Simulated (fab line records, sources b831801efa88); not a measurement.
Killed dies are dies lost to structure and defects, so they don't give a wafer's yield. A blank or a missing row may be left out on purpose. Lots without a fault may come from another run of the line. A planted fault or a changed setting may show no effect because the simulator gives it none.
fab line records | flow sky130
record lots=5 wafers=15 last_day=50
route steps=708 shown VIA4@652 METAL5@661
lots that met no fault: from a run of the same line without faults
start_h: hours from the record's first day to the start of the lot's first wafer shown | wait_h: hours since the lot's step before | " the same as in the row above | L1.1+2: a row that stands for several wafers | - no value, or no start given | * or withheld: withheld | < > ~ a bound
route shown NAME@n: a module of which the file shows steps, and the number in the route of the first | usual: mean/standard deviation of fault-free wafers | same: alike in all rows | chamber/n: place in a boat | sites: the reading at each site | _std_site: their standard deviation | _edge_site: outer sites' mean less inner sites' | radius_mm: how far each site lies from the wafer's centre | mask NAME#n: copy n | behind: the tool/chamber that last shaped the wafer | hold: why the lot was held/for how many hours/how that ended | device: the transistor (n, p or np) that didn't switch | end of line: the same wafers' tests at the end of the route | a step without rows: its recipe alone | killed: dies lost to structure and defects at the first sort, not the wafer's yield | map: a wafer's dies, x killed, . not, _ none there
set.NAME: the setting as run; set.NAME@STEP: as run at that earlier step | model.NAME: the simulator's own value behind a step, which no gauge read
lots at some steps of the route; a table a step, a row a wafer
services: from which hour (start_h, from the record's first day; less than 0 if before it) a tool's chamber was out of use, for how many hours, and why
## steps
# step SKY_VIA4_STRIP_13
# recipe chemistry=O2/N2 power_w=1400 pressure_mtorr=1500 platen_temp_c=withheld o2_flow_sccm=3000 n2_flow_sccm=300 overash_fraction=0.5
# usual drypump_motor_current_A=5.6/0.39 oes_product_au=0.709/0.0042 strip_time_to_endpoint_s=12.802/0.022
# columns lot.wafer tool chamber start_h wait_h drypump_motor_current_A oes_product_au rf_hours_counter_h strip_time_to_endpoint_s
L074.1 plasma_asher-02 1 1022.28 - 4.9 0.713 87 12.775
L074.4 " 0 " " 6.0 0.710 - 12.813
L074.5 " 1 " " 4.9 0.710 - 12.824
L075.3 plasma_asher-02 1 1031.01 - 4.9 0.711 - 12.796
L075.4 " 0 " " 6.0 0.706 - 12.829
L075.5 " 0 " " 6.0 0.711 - 12.789
L076.1 plasma_asher-02 1 1041.68 - 4.9 0.716 90 12.810
L076.3 " 0 " " 6.0 0.712 - 12.783
L076.6 " 1 " " 4.9 0.711 - 12.840
L091.1 plasma_asher-01 1 1122.08 - 6.1 0.711 66 12.817
L091.3 " 1 " " 6.1 0.709 - 12.777
L091.6 " 0 " " 5.5 0.700 - 12.769
L094.2 plasma_asher-04 1 1152.64 - 5.3 0.714 41 12.779
L094.5 " 1 " " 5.4 0.716 - 12.801
L094.6 " 0 " " 5.6 0.708 - 12.806
# step SKY_VIA4_STRIP_14
# recipe chemistry=post_etch_residue_remover time_s=1200 temp_c=72.5
# same time_s=1200
# columns lot.wafer tool chamber start_h wait_h
L074.1+4+5 wet_bench-03 0 1022.38 0.1
L075.3+4+5 wet_bench-04 3 1031.08 0.0
L076.1+3+6 wet_bench-01 0 1041.78 0.1
L091.1+3+6 wet_bench-03 0 1122.39 0.3
L094.2+5+6 wet_bench-01 0 1152.75 0.1
# step SKY_VIA4_CLEAN_15
# recipe chemistry=IPA time_s=180 temp_c=25
# same time_s=180
# columns lot.wafer tool chamber start_h wait_h
L074.1+4+5 wet_bench-01 0 1022.72 0.0
L075.3+4+5 wet_bench-03 2 1031.45 0.0
L076.1+3+6 wet_bench-03 3 1042.12 0.0
L091.1+3+6 wet_bench-01 2 1122.73 0.0
L094.2+5+6 wet_bench-04 1 1153.09 0.0
# step SKY_VIA4_CLEAN_16
# recipe chemistry=O3/DIW dry=n2_spin
# columns lot.wafer tool chamber start_h wait_h
L074.1+4+5 wet_bench-03 1 1022.78 0.0
L075.3+4+5 wet_bench-01 2 1031.51 0.0
L076.1+3+6 wet_bench-01 2 1042.18 0.0
L091.1+3+6 wet_bench-04 2 1122.79 0.0
L094.2+5+6 wet_bench-03 0 1153.15 0.0
# step SKY_VIA4_SPUTTER_17
# recipe material=TiN target_thk_nm=20 chamber_pressure_pa=5 power_w=4000 time_s=80
# usual cathode_dc_power_W=4000.1/0.78 chamber_pressure_pa=5.000/0.011 throttle_valve_pct=30.3/0.9
# same time_s=80
# columns lot.wafer tool chamber start_h wait_h cathode_dc_power_W chamber_pressure_pa throttle_valve_pct
L074.1 pvd_sputter-03 - 1022.87 0.0 3999.3 5.019 31.1
L074.4 " - " " 3999.9 5.004 29.9
L074.5 " - " " 3998.6 4.991 29.7
L075.3 pvd_sputter-03 - 1031.60 0.0 4000.3 4.977 28.6
L075.4 " - " " 4000.4 5.006 30.1
L075.5 " - " " 3999.2 4.989 31.1
L076.1 pvd_sputter-04 - 1042.27 0.0 4000.5 4.987 31.5
L076.3 " - " " 4000.3 4.998 29.8
L076.6 " - " " 4000.3 4.993 31.0
L091.1 pvd_sputter-01 - 1122.88 0.0 4000.4 5.009 30.5
L091.3 " - " " 3999.5 5.008 30.9
L091.6 " - " " 4000.4 5.008 30.7
L094.2 pvd_sputter-01 - 1153.24 0.0 3999.7 5.005 28.7
L094.5 " - " " 4000.0 5.005 31.1
L094.6 " - " " 3999.3 4.998 28.5
# step SKY_VIA4_CVD_18
# recipe material=W target_thk_nm=505 time_s=152.14 temp_c=400 pressure_torr=40
# usual heater_power_w=808/110
# same time_s=152.14
# columns lot.wafer tool chamber start_h wait_h heater_power_w
L074.1 cvd_w-02 1 1022.93 0.0 661
L074.4 " 1 " " 659
L074.5 " 1 " " 658
L075.3 cvd_w-01 1 1031.71 0.1 919
L075.4 " 0 " " 764
L075.5 " 0 " " 771
L076.1 cvd_w-02 0 1042.33 0.0 883
L076.3 " 1 " " 649
L076.6 " 1 " " 639
L091.1 cvd_w-02 1 1122.94 0.0 649
L091.3 " 0 " " 936
L091.6 " 1 " " 647
L094.2 cvd_w-02 1 1153.30 0.0 669
L094.5 " 0 " " 908
L094.6 " 1 " " 655
# step SKY_VIA4_RS_MEAS_19
# recipe thk_meas_gauge=four-point-probe reads=W_of_VIA4_CVD_18+TiN_of_VIA4_SPUTTER_17
# usual VIA4_W_RS=0.2271/0.0018
# columns lot.wafer tool chamber start_h wait_h VIA4_W_RS[ohm/sq]
L074.1 film_metro-03 - 1023.08 0.1 0.2245
L074.4 " - " " 0.2246
L074.5 " - " " 0.2263
L075.3 film_metro-04 - 1031.85 0.1 0.2251
L075.4 " - " " 0.2259
L075.5 " - " " 0.2276
L076.1 film_metro-03 - 1042.49 0.1 0.2229
L076.3 " - " " 0.2264
L076.6 " - " " 0.2284
L091.1 film_metro-03 - 1123.09 0.1 0.2308
L091.3 " - " " 0.2299
L091.6 " - " " 0.2294
L094.2 film_metro-03 - 1153.48 0.1 0.2262
L094.5 " - " " 0.2269
L094.6 " - " " 0.2250
# step SKY_VIA4_THK_MEAS_20
# recipe thk_meas_gauge=xrf reads=W_of_VIA4_CVD_18
# usual VIA4_W_THK=499/4.6
# columns lot.wafer tool chamber start_h wait_h VIA4_W_THK[nm]
L074.1 film_metro-03 - 1023.20 0.1 502
L074.4 " - " " 497
L074.5 " - " " 501
L075.3 film_metro-04 - 1031.95 0.1 503
L075.4 " - " " 501
L075.5 " - " " 496
L076.1 film_metro-03 - 1042.61 0.1 505
L076.3 " - " " 499
L076.6 " - " " 495
L091.1 film_metro-03 - 1123.21 0.1 488
L091.3 " - " " 490
L091.6 " - " " 493
L094.2 film_metro-03 - 1153.59 0.1 500
L094.5 " - " " 500
L094.6 " - " " 503
# step SKY_VIA4_CMP_21
# recipe stop_on=SiO2 t_overpolish_s=25 down_force_psi=3.5 platen_rpm=60 target_thk_nm=0 pad_velocity_m_s=0.94248
# usual motor_current_A=10.5/1.2 overpolish_run_s=25.000/0.0087 retaining_ring_pressure_frac=1.000/0.0051 time_to_endpoint_s=123/3.4
# columns lot.wafer tool chamber start_h wait_h motor_current_A overpolish_run_s retaining_ring_pressure_frac time_to_endpoint_s
L074.4 cmp-02 3 1023.26 0.0 11.6 25.018 0.998 119
L074.1 " 2 " " 11.1 25.008 0.994 116
L074.5 " 0 " " 11.7 25.004 1.000 117
L075.3 cmp-01 2 1031.99 0.0 11.9 24.990 1.004 124
L075.4 " 0 " " 8.7 24.999 0.990 125
L075.5 " 3 " " 10.0 25.008 1.001 126
L076.1 cmp-01 0 1042.67 0.1 8.8 24.994 0.998 128
L076.3 " 1 " " 10.6 24.990 1.002 124
L076.6 " 0 " " 8.3 25.010 0.996 118
L091.1 cmp-02 0 1123.32 0.1 11.8 24.998 0.998 125
L091.3 " 2 " " 11.2 24.995 1.009 124
L091.6 " 3 " " 12.5 25.019 1.006 127
L094.2 cmp-02 0 1153.74 0.1 11.5 24.996 1.004 123
L094.5 " 3 " " 11.2 24.993 0.999 126
L094.6 " 0 " " 12.1 25.002 1.002 125
# step SKY_METAL5_SPUTTER_00
# recipe material=Ti target_thk_nm=15 power_w=3000 time_s=10 chamber_pressure_pa=0.4
# usual cathode_dc_power_W=3000.0/0.55 chamber_pressure_pa=0.3999/0.00086 throttle_valve_pct=30.0/0.99
# same time_s=10
# columns lot.wafer tool chamber start_h wait_h cathode_dc_power_W chamber_pressure_pa throttle_valve_pct
L074.1 pvd_sputter-04 - 1023.56 0.1 3000.2 0.3999 31.6
L074.4 " - " " 3000.3 0.4015 29.8
L074.5 " - " " 2999.5 0.3997 31.2
L075.3 pvd_sputter-02 - 1032.29 0.2 2999.6 0.3992 28.4
L075.4 " - " " 2999.5 0.4000 30.6
L075.5 " - " " 3000.2 0.4011 29.1
L076.1 pvd_sputter-02 - 1042.97 0.2 3001.2 0.4000 28.3
L076.3 " - " " 2999.4 0.3999 30.6
L076.6 " - " " 2999.7 0.4011 29.1
L091.1 pvd_sputter-01 - 1123.57 0.2 3000.9 0.4014 31.1
L091.3 " - " " 2999.7 0.3999 28.9
L091.6 " - " " 3000.0 0.4011 30.8
L094.2 pvd_sputter-04 - 1153.99 0.2 2999.9 0.4008 31.5
L094.5 " - " " 2998.9 0.3993 29.7
L094.6 " - " " 3000.4 0.3994 31.1
# step SKY_METAL5_SPUTTER_01
# recipe material=TiN target_thk_nm=20 power_w=6500 time_s=16.7 chamber_pressure_pa=0.4
# usual cathode_dc_power_W=6500.1/1.1 chamber_pressure_pa=0.4000/0.00078 throttle_valve_pct=30.0/0.98
# same time_s=16.7
# columns lot.wafer tool chamber start_h wait_h cathode_dc_power_W chamber_pressure_pa throttle_valve_pct
L074.1 pvd_sputter-04 - 1023.58 0.0 6501.3 0.3996 31.4
L074.4 " - " " 6498.3 0.3993 30.0
L074.5 " - " " 6498.4 0.4003 31.3
L075.3 pvd_sputter-02 - 1032.32 0.0 6500.4 0.4002 28.5
L075.4 " - " " 6500.7 0.4005 30.5
L075.5 " - " " 6499.7 0.4002 29.2
L076.1 pvd_sputter-02 - 1042.99 0.0 6500.4 0.4018 28.2
L076.3 " - " " 6499.9 0.3996 30.6
L076.6 " - " " 6499.1 0.4001 29.4
L091.1 pvd_sputter-01 - 1123.59 0.0 6500.7 0.3996 30.7
L091.3 " - " " 6499.6 0.3997 28.5
L091.6 " - " " 6502.1 0.3989 30.9
L094.2 pvd_sputter-04 - 1154.01 0.0 6501.7 0.4003 31.7
L094.5 " - " " 6501.1 0.3993 29.9
L094.6 " - " " 6498.5 0.3980 31.4
# step SKY_METAL5_SPUTTER_02
# recipe material=AlCu target_thk_nm=1150 power_w=10600 time_s=61.2 chamber_pressure_pa=0.4
# usual cathode_dc_power_W=10600/1.9 chamber_pressure_pa=0.4000/0.00087 throttle_valve_pct=30.1/0.99
# same time_s=61.2
# columns lot.wafer tool chamber start_h wait_h cathode_dc_power_W chamber_pressure_pa throttle_valve_pct
L074.1 pvd_sputter-04 - 1023.61 0.0 10601 0.3999 31.4
L074.4 " - " " 10599 0.3989 29.9
L074.5 " - " " 10598 0.4005 31.0
L075.3 pvd_sputter-02 - 1032.35 0.0 10600 0.3998 28.1
L075.4 " - " " 10604 0.4004 30.7
L075.5 " - " " 10601 0.4000 29.3
L076.1 pvd_sputter-02 - 1043.01 0.0 10600 0.3997 28.5
L076.3 " - " " 10598 0.4007 30.5
L076.6 " - " " 10598 0.3996 29.4
L091.1 pvd_sputter-01 - 1123.62 0.0 10602 0.3999 30.9
L091.3 " - " " 10603 0.4003 28.7
L091.6 " - " " 10599 0.3980 31.1
L094.2 pvd_sputter-04 - 1154.03 0.0 10600 0.4005 31.6
L094.5 " - " " 10601 0.4008 29.9
L094.6 " - " " 10602 0.3990 31.1
# step SKY_METAL5_SPUTTER_03
# recipe material=Ti target_thk_nm=5 power_w=3000 time_s=3.3 chamber_pressure_pa=0.4
# usual cathode_dc_power_W=3000.0/0.57 chamber_pressure_pa=0.4000/0.00075 throttle_valve_pct=30.0/0.98
# same time_s=3.3
# columns lot.wafer tool chamber start_h wait_h cathode_dc_power_W chamber_pressure_pa throttle_valve_pct
L074.1 pvd_sputter-04 - 1023.66 0.0 2999.7 0.3993 31.5
L074.4 " - " " 2999.1 0.3992 29.9
L074.5 " - " " 3000.7 0.4006 31.2
L075.3 pvd_sputter-02 - 1032.40 0.0 3000.1 0.3998 28.3
L075.4 " - " " 3000.4 0.4008 30.5
L075.5 " - " " 2999.6 0.3997 29.0
L076.1 pvd_sputter-02 - 1043.06 0.0 2999.6 0.3997 28.4
L076.3 " - " " 2999.6 0.4008 30.6
L076.6 " - " " 2999.3 0.3994 29.1
L091.1 pvd_sputter-01 - 1123.67 0.0 2999.7 0.3986 30.7
L091.3 " - " " 3001.9 0.4008 28.6
L091.6 " - " " 3000.3 0.4016 30.7
L094.2 pvd_sputter-04 - 1154.09 0.0 3000.4 0.4009 31.5
L094.5 " - " " 3000.5 0.4006 29.9
L094.6 " - " " 2999.9 0.4005 31.1
# step SKY_METAL5_SPUTTER_04
# recipe material=TiN target_thk_nm=70 power_w=6500 time_s=58.3 chamber_pressure_pa=0.4
# usual cathode_dc_power_W=6500.0/1.1 chamber_pressure_pa=0.4001/0.00087 throttle_valve_pct=30.0/0.97
# same time_s=58.3
# columns lot.wafer tool chamber start_h wait_h cathode_dc_power_W chamber_pressure_pa throttle_valve_pct
L074.1 pvd_sputter-04 - 1023.68 0.0 6499.1 0.3991 31.6
L074.4 " - " " 6498.6 0.4012 29.8
L074.5 " - " " 6500.3 0.4011 31.2
L075.3 pvd_sputter-02 - 1032.43 0.0 6499.5 0.4008 28.4
L075.4 " - " " 6500.4 0.4006 30.5
L075.5 " - " " 6500.4 0.4005 29.4
L076.1 pvd_sputter-02 - 1043.08 0.0 6500.5 0.4010 28.4
L076.3 " - " " 6500.1 0.4001 30.5
L076.6 " - " " 6498.9 0.4010 29.2
L091.1 pvd_sputter-01 - 1123.69 0.0 6499.6 0.3991 31.0
L091.3 " - " " 6498.3 0.3998 28.6
L091.6 " - " " 6500.5 0.3998 30.7
L094.2 pvd_sputter-04 - 1154.10 0.0 6500.7 0.3997 31.2
L094.5 " - " " 6501.1 0.3996 29.8
L094.6 " - " " 6501.5 0.3996 31.3
## services
# columns tool chamber start_h hours kind
cmp-02 - 999.84 7.2 pm
cmp-02 - 1007.70 1.8 repair
plasma_asher-04 - 1013.64 10.1 pm
cmp-01 - 1020.43 2.0 repair
pvd_sputter-02 3 1034.83 - consumable_replace:kit
pvd_sputter-02 3 1034.83 18.0 scheduled_down
pvd_sputter-02 3 1034.83 18.0 vent_cycle
cmp-02 - 1042.62 9.0 repair
plasma_asher-01 - 1049.09 7.9 repair
cmp-02 - 1065.89 10.0 pm
pvd_sputter-01 - 1072.57 0.6 repair
pvd_sputter-04 - 1072.84 3.6 repair
cvd_w-02 - 1082.14 1.1 repair
plasma_asher-01 - 1083.75 3.9 repair
cmp-02 - 1084.00 4.0 pm
pvd_sputter-02 2 1104.63 - consumable_replace:kit
wet_bench-04 - 1120.82 1.9 pm
cmp-02 - 1126.22 0.6 repair
pvd_sputter-04 3 1131.95 - consumable_replace:kit
pvd_sputter-04 3 1131.95 18.0 scheduled_down
pvd_sputter-04 3 1131.95 18.0 vent_cycle
pvd_sputter-02 - 1138.82 0.7 repair
cmp-01 - 1142.91 10.2 repair
cmp-01 - 1143.47 1.7 repair
## key
fault none
